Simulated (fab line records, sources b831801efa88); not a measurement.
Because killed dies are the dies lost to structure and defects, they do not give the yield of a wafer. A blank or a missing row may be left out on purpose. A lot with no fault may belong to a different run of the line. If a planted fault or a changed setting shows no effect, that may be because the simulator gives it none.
Which tool did it? || flow sfq line || 14 lots, 42 wafers sampled, at 4 steps of a route of 325

== WHAT THE GAUGES SHOWED, per wafer ==
The record lacks any reading of a measuring or inspecting step that a usual standard deviation could be used to judge.

== WHAT TOOL EACH LOT RAN ON (gives the tool, then ch and the chambers of the sampled wafers, and finally the start) ==
{"lot": "L870", "SFQ_TRILAYER_I0_VIA_LITHO_PEB_034": "litho track-01 ch 0, day 10 05:08", "SFQ_TRILAYER_M3_STRIP_STRIP_079": "rie metal-04 ch 1, day 28 03:55", "SFQ_TRILAYER_A5B_DEP_PECVD_129": "pecvd-02 ch 1,2, day 46 05:16", "SFQ_TRILAYER_R5_BARC_OPEN_METAL_ETCH_177": "rie metal-01 ch 1, day 52 00:26"}
{"lot": "L871", "SFQ_TRILAYER_I0_VIA_LITHO_PEB_034": "litho track-04 ch 0, day 10 17:08", "SFQ_TRILAYER_M3_STRIP_STRIP_079": "rie metal-03 ch 0, day 28 11:07", "SFQ_TRILAYER_A5B_DEP_PECVD_129": "pecvd-04 ch 1,2, day 46 08:53", "SFQ_TRILAYER_R5_BARC_OPEN_METAL_ETCH_177": "rie metal-04 ch 0,1, day 52 02:50"}
{"lot": "L872", "SFQ_TRILAYER_I0_VIA_LITHO_PEB_034": "litho track-01 ch 0, day 10 18:18", "SFQ_TRILAYER_M3_STRIP_STRIP_079": "rie metal-04 ch 0,1, day 28 14:43", "SFQ_TRILAYER_A5B_DEP_PECVD_129": "pecvd-02 ch 0,2, day 46 12:02", "SFQ_TRILAYER_R5_BARC_OPEN_METAL_ETCH_177": "rie metal-01 ch 0,1, day 52 06:26"}
{"lot": "L873", "SFQ_TRILAYER_I0_VIA_LITHO_PEB_034": "litho track-04 ch 0, day 10 23:06", "SFQ_TRILAYER_M3_STRIP_STRIP_079": "rie metal-03 ch 0,1, day 28 21:34", "SFQ_TRILAYER_A5B_DEP_PECVD_129": "pecvd-04 ch 0,2, day 46 17:10", "SFQ_TRILAYER_R5_BARC_OPEN_METAL_ETCH_177": "rie metal-01 ch 0,1, day 52 08:50"}
{"lot": "L874", "SFQ_TRILAYER_I0_VIA_LITHO_PEB_034": "litho track-01 ch 0, day 11 02:42", "SFQ_TRILAYER_M3_STRIP_STRIP_079": "rie metal-03 ch 0,1, day 28 23:58", "SFQ_TRILAYER_A5B_DEP_PECVD_129": "pecvd-02 ch 1,2, day 47 08:35", "SFQ_TRILAYER_R5_BARC_OPEN_METAL_ETCH_177": "rie metal-01 ch 0,1, day 53 05:14"}
{"lot": "L875", "SFQ_TRILAYER_I0_VIA_LITHO_PEB_034": "litho track-01 ch 0, day 11 08:15", "SFQ_TRILAYER_M3_STRIP_STRIP_079": "rie metal-03 ch 0,1, day 29 04:46", "SFQ_TRILAYER_A5B_DEP_PECVD_129": "pecvd-04 ch 0,1,2, day 47 09:46", "SFQ_TRILAYER_R5_BARC_OPEN_METAL_ETCH_177": "rie metal-04 ch 0,1, day 53 06:26"}
{"lot": "L878", "SFQ_TRILAYER_I0_VIA_LITHO_PEB_034": "litho track-02, day 12 20:10", "SFQ_TRILAYER_M3_STRIP_STRIP_079": "rie metal-02 ch 0,1, day 30 03:46", "SFQ_TRILAYER_A5B_DEP_PECVD_129": "pecvd-01 ch 1,2, day 48 02:37", "SFQ_TRILAYER_R5_BARC_OPEN_METAL_ETCH_177": "rie metal-04 ch 0,1, day 54 03:36"}
{"lot": "L879", "SFQ_TRILAYER_I0_VIA_LITHO_PEB_034": "litho track-04, day 13 02:07", "SFQ_TRILAYER_M3_STRIP_STRIP_079": "rie metal-03 ch 1, day 30 17:58", "SFQ_TRILAYER_A5B_DEP_PECVD_129": "pecvd-04 ch 1,2, day 48 04:58", "SFQ_TRILAYER_R5_BARC_OPEN_METAL_ETCH_177": "rie metal-02 ch 0,1, day 54 04:47"}
{"lot": "L887", "SFQ_TRILAYER_I0_VIA_LITHO_PEB_034": "litho track-02 ch 0, day 15 10:34", "SFQ_TRILAYER_M3_STRIP_STRIP_079": "rie metal-03 ch 0,1, day 33 02:15", "SFQ_TRILAYER_A5B_DEP_PECVD_129": "pecvd-04 ch 1,2, day 50 21:52", "SFQ_TRILAYER_R5_BARC_OPEN_METAL_ETCH_177": "rie metal-04 ch 0,1, day 56 22:42"}
{"lot": "L888", "SFQ_TRILAYER_I0_VIA_LITHO_PEB_034": "litho track-01 ch 0, day 15 15:19", "SFQ_TRILAYER_M3_STRIP_STRIP_079": "rie metal-02 ch 0,1, day 33 04:19", "SFQ_TRILAYER_A5B_DEP_PECVD_129": "pecvd-02 ch 0,1,2, day 51 03:52", "SFQ_TRILAYER_R5_BARC_OPEN_METAL_ETCH_177": "rie metal-02 ch 0,1, day 57 04:41"}
{"lot": "L889", "SFQ_TRILAYER_I0_VIA_LITHO_PEB_034": "litho track-01 ch 0, day 15 22:31", "SFQ_TRILAYER_M3_STRIP_STRIP_079": "rie metal-03 ch 0,1, day 33 15:07", "SFQ_TRILAYER_A5B_DEP_PECVD_129": "pecvd-04 ch 0,2, day 51 09:52", "SFQ_TRILAYER_R5_BARC_OPEN_METAL_ETCH_177": "rie metal-01 ch 0,1, day 57 15:53"}
{"lot": "L890", "SFQ_TRILAYER_I0_VIA_LITHO_PEB_034": "litho track-04 ch 0, day 16 10:32", "SFQ_TRILAYER_M3_STRIP_STRIP_079": "rie metal-03 ch 0, day 33 18:43", "SFQ_TRILAYER_A5B_DEP_PECVD_129": "pecvd-01 ch 0,1, day 51 14:08", "SFQ_TRILAYER_R5_BARC_OPEN_METAL_ETCH_177": "rie metal-02 ch 0,1, day 57 17:05"}
{"lot": "L892", "SFQ_TRILAYER_I0_VIA_LITHO_PEB_034": "litho track-01 ch 0, day 16 18:59", "SFQ_TRILAYER_M3_STRIP_STRIP_079": "rie metal-04 ch 0,1, day 34 05:43", "SFQ_TRILAYER_A5B_DEP_PECVD_129": "pecvd-02 ch 0,1,2, day 52 02:43", "SFQ_TRILAYER_R5_BARC_OPEN_METAL_ETCH_177": "rie metal-04 ch 0,1, day 58 02:43"}
{"lot": "L893", "SFQ_TRILAYER_I0_VIA_LITHO_PEB_034": "litho track-02 ch 0, day 16 22:32", "SFQ_TRILAYER_M3_STRIP_STRIP_079": "rie metal-04 ch 0,1, day 34 07:55", "SFQ_TRILAYER_A5B_DEP_PECVD_129": "pecvd-04 ch 0,1,2, day 52 06:16", "SFQ_TRILAYER_R5_BARC_OPEN_METAL_ETCH_177": "rie metal-04 ch 0,1, day 58 05:05"}
- SFQ_TRILAYER_I0_VIA_LITHO_PEB_034: peb time 60 s.
- SFQ_TRILAYER_M3_STRIP_STRIP_079: strips in O2.
- SFQ_TRILAYER_A5B_DEP_PECVD_129: deposits SiO2 from SiH4/N2O, time 133.33 s, target thk 600 nm.
- SFQ_TRILAYER_R5_BARC_OPEN_METAL_ETCH_177: etches BARC in O2, target depth 125 nm, time 41.7 s.

== AS READ BY THE TOOLS THEMSELVES (means over the sampled wafers that have a number; for cases with no such wafer, the mark the record gives instead) ==
SFQ_TRILAYER_I0_VIA_LITHO_PEB_034.
{"lot": "L870", "tool": "litho track-01", "chill plate temp C (C)": 22.95, "exhaust pa (Pa)": 44.4}
{"lot": "L871", "tool": "litho track-04", "chill plate temp C (C)": 22.93, "exhaust pa (Pa)": 43.7}
{"lot": "L872", "tool": "litho track-01", "chill plate temp C (C)": 23.11, "exhaust pa (Pa)": 44.9}
{"lot": "L873", "tool": "litho track-04", "chill plate temp C (C)": 22.97, "exhaust pa (Pa)": 45.4}
{"lot": "L874", "tool": "litho track-01", "chill plate temp C (C)": 22.94, "exhaust pa (Pa)": 45.2}
{"lot": "L875", "tool": "litho track-01", "chill plate temp C (C)": 23.05, "exhaust pa (Pa)": 43.5}
{"lot": "L878", "tool": "litho track-02", "chill plate temp C (C)": "-", "exhaust pa (Pa)": "-"}
{"lot": "L879", "tool": "litho track-04", "chill plate temp C (C)": "-", "exhaust pa (Pa)": "-"}
{"lot": "L887", "tool": "litho track-02", "chill plate temp C (C)": 23.05, "exhaust pa (Pa)": 45.2}
{"lot": "L888", "tool": "litho track-01", "chill plate temp C (C)": 22.95, "exhaust pa (Pa)": 46.2}
{"lot": "L889", "tool": "litho track-01", "chill plate temp C (C)": 23.01, "exhaust pa (Pa)": 44.8}
{"lot": "L890", "tool": "litho track-04", "chill plate temp C (C)": 22.95, "exhaust pa (Pa)": 44.8}
{"lot": "L892", "tool": "litho track-01", "chill plate temp C (C)": 22.88, "exhaust pa (Pa)": 44.9}
{"lot": "L893", "tool": "litho track-02", "chill plate temp C (C)": 23.19, "exhaust pa (Pa)": 43.0}

SFQ_TRILAYER_M3_STRIP_STRIP_079.
{"lot": "L870", "tool": "rie metal-04", "drypump motor current A (A)": 5.8, "oes product au (a.u.)": 1.014}
{"lot": "L871", "tool": "rie metal-03", "drypump motor current A (A)": 5.1, "oes product au (a.u.)": 1.020}
{"lot": "L872", "tool": "rie metal-04", "drypump motor current A (A)": 5.9, "oes product au (a.u.)": 1.012}
{"lot": "L873", "tool": "rie metal-03", "drypump motor current A (A)": 5.2, "oes product au (a.u.)": 1.013}
{"lot": "L874", "tool": "rie metal-03", "drypump motor current A (A)": 5.2, "oes product au (a.u.)": 1.014}
{"lot": "L875", "tool": "rie metal-03", "drypump motor current A (A)": 5.2, "oes product au (a.u.)": 0.998}
{"lot": "L878", "tool": "rie metal-02", "drypump motor current A (A)": 5.9, "oes product au (a.u.)": 1.003}
{"lot": "L879", "tool": "rie metal-03", "drypump motor current A (A)": 5.3, "oes product au (a.u.)": 1.012}
{"lot": "L887", "tool": "rie metal-03", "drypump motor current A (A)": 5.2, "oes product au (a.u.)": 1.009}
{"lot": "L888", "tool": "rie metal-02", "drypump motor current A (A)": 6.1, "oes product au (a.u.)": 1.003}
{"lot": "L889", "tool": "rie metal-03", "drypump motor current A (A)": 5.2, "oes product au (a.u.)": 1.021}
{"lot": "L890", "tool": "rie metal-03", "drypump motor current A (A)": 5.1, "oes product au (a.u.)": 1.018}
{"lot": "L892", "tool": "rie metal-04", "drypump motor current A (A)": 5.9, "oes product au (a.u.)": 1.007}
{"lot": "L893", "tool": "rie metal-04", "drypump motor current A (A)": 5.9, "oes product au (a.u.)": 1.009}

SFQ_TRILAYER_A5B_DEP_PECVD_129.
{"lot": "L870", "tool": "pecvd-02", "heater power w (W)": 68, "throttle valve pct (%)": 24.8}
{"lot": "L871", "tool": "pecvd-04", "heater power w (W)": 79, "throttle valve pct (%)": 25.5}
{"lot": "L872", "tool": "pecvd-02", "heater power w (W)": 80, "throttle valve pct (%)": 25.1}
{"lot": "L873", "tool": "pecvd-04", "heater power w (W)": 80, "throttle valve pct (%)": 25.2}
{"lot": "L874", "tool": "pecvd-02", "heater power w (W)": 84, "throttle valve pct (%)": 24.6}
{"lot": "L875", "tool": "pecvd-04", "heater power w (W)": 69, "throttle valve pct (%)": 25.3}
{"lot": "L878", "tool": "pecvd-01", "heater power w (W)": 83, "throttle valve pct (%)": 25.5}
{"lot": "L879", "tool": "pecvd-04", "heater power w (W)": 75, "throttle valve pct (%)": 25.6}
{"lot": "L887", "tool": "pecvd-04", "heater power w (W)": 82, "throttle valve pct (%)": 25.6}
{"lot": "L888", "tool": "pecvd-02", "heater power w (W)": 78, "throttle valve pct (%)": 25.0}
{"lot": "L889", "tool": "pecvd-04", "heater power w (W)": 83, "throttle valve pct (%)": 25.4}
{"lot": "L890", "tool": "pecvd-01", "heater power w (W)": 76, "throttle valve pct (%)": 27.2}
{"lot": "L892", "tool": "pecvd-02", "heater power w (W)": 76, "throttle valve pct (%)": 25.3}
{"lot": "L893", "tool": "pecvd-04", "heater power w (W)": 73, "throttle valve pct (%)": 25.5}

SFQ_TRILAYER_R5_BARC_OPEN_METAL_ETCH_177.
{"lot": "L870", "tool": "rie metal-01", "drypump motor current A (A)": 5.8, "oes product au (a.u.)": 0.688}
{"lot": "L871", "tool": "rie metal-04", "drypump motor current A (A)": 5.9, "oes product au (a.u.)": 0.686}
{"lot": "L872", "tool": "rie metal-01", "drypump motor current A (A)": 5.3, "oes product au (a.u.)": 0.688}
{"lot": "L873", "tool": "rie metal-01", "drypump motor current A (A)": 5.3, "oes product au (a.u.)": 0.689}
{"lot": "L874", "tool": "rie metal-01", "drypump motor current A (A)": 5.3, "oes product au (a.u.)": 0.683}
{"lot": "L875", "tool": "rie metal-04", "drypump motor current A (A)": 5.9, "oes product au (a.u.)": 0.682}
{"lot": "L878", "tool": "rie metal-04", "drypump motor current A (A)": 5.9, "oes product au (a.u.)": 0.686}
{"lot": "L879", "tool": "rie metal-02", "drypump motor current A (A)": 5.8, "oes product au (a.u.)": 0.682}
{"lot": "L887", "tool": "rie metal-04", "drypump motor current A (A)": 5.9, "oes product au (a.u.)": 0.686}
{"lot": "L888", "tool": "rie metal-02", "drypump motor current A (A)": 5.8, "oes product au (a.u.)": 0.683}
{"lot": "L889", "tool": "rie metal-01", "drypump motor current A (A)": 5.5, "oes product au (a.u.)": 0.687}
{"lot": "L890", "tool": "rie metal-02", "drypump motor current A (A)": 5.8, "oes product au (a.u.)": 0.685}
{"lot": "L892", "tool": "rie metal-04", "drypump motor current A (A)": 5.9, "oes product au (a.u.)": 0.683}
{"lot": "L893", "tool": "rie metal-04", "drypump motor current A (A)": 6.0, "oes product au (a.u.)": 0.686}

== THE ANSWER, worked out from the rows above alone ==
Rule: what is usual is taken from the lots themselves. The widest of any qualifying gaps counts: lots, ordered by their means at a reading, are off when they make up no more than a third of the lots, leave a main group of 4 or more, and stand apart from it by 3 or more times the standard deviation of that group's means. The tables above print the reading to a certain number of digits; a main group whose means all agree to those digits is not used. Also off: a lot with no number at a reading for which 4 or more lots have one. The other lots that the step has rows for count as sound. First the gauges in route order, then the tools' own readings, where a lot's mean is used as printed above. At the first step where some lot is off, the reading lying furthest off is the one used; lots without a number count as furthest.
Off: L878, L879, at SFQ_TRILAYER_I0_VIA_LITHO_PEB_034 (chill plate temp C). Without a number there: L878, L879. For the main group the mean is 23.00 C and the standard deviation 0.084.
A tool fits if, at that step or a process step before it, it ran every lot that is off, and no sound lot after the first of them. No candidate that was tried fits.

== WHAT THE SIMULATOR HAD INSERTED ==
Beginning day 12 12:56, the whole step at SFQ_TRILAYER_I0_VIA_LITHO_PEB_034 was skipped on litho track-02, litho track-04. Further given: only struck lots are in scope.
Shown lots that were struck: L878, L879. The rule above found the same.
